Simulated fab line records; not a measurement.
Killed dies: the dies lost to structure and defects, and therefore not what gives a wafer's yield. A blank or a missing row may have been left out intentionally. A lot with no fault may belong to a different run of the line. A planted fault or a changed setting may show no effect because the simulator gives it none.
Matching of chambers | flow gf180mcu | GF_MIM_CVD_05 on pecvd-01 has 3 sister chambers
The step deposits Si3N4, target thk 42 nm, time 29.086 s. 3 wafers are shown with their chamber, then 12 later ones without.

== WAFERS, EACH WITH ITS CHAMBER ==
wafer  | chamber | heater-power-w (W)
L087.1 | 0       | 602
L087.4 | 1       | 824
L087.6 | 2       | 693

== WAFERS WITHOUT THEIR CHAMBER ==
wafer  | heater-power-w (W)
L089.2 | 629
L089.3 | 768
L089.4 | 780
L093.2 | 791
L093.4 | 603
L093.6 | 702
L094.1 | 783
L094.5 | 776
L094.6 | 686
L097.1 | 665
L097.2 | 755
L097.4 | 747

== CHAMBER TAKEN BY EACH ==
wafer  | from the rows above     | in truth
L089.2 | can't be placed: 0 or 2 | 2
L089.3 | can't be placed: 1 or 2 | 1
L089.4 | can't be placed: 1 or 2 | 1
L093.2 | can't be placed: 1 or 2 | 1
L093.4 | 0                       | 0
L093.6 | 2                       | 2
L094.1 | can't be placed: 1 or 2 | 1
L094.5 | can't be placed: 1 or 2 | 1
L094.6 | can't be placed: 2 or 0 | 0
L097.1 | can't be placed: 2 or 0 | 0
L097.2 | can't be placed: 2 or 1 | 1
L097.4 | can't be placed: 2 or 1 | 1
Correct placement for 2 of the 12. Can't be placed from these rows: 10 (the true chamber is among the candidates in 10). 0 placed wrongly.
How it was worked out, from the rows above alone: a wafer's distance from a chamber is the root of the sum, over the readings, of the square of ((its reading less the chamber's mean) divided by the reading's scatter). The wafer belongs to the nearest chamber; if the next one is less than 2 further off, it can't be placed. A chamber's mean is the mean of its shown wafers. The scatter: with one shown wafer a chamber, the root of the mean of the squares of how far each hidden wafer lies from its nearest shown one.
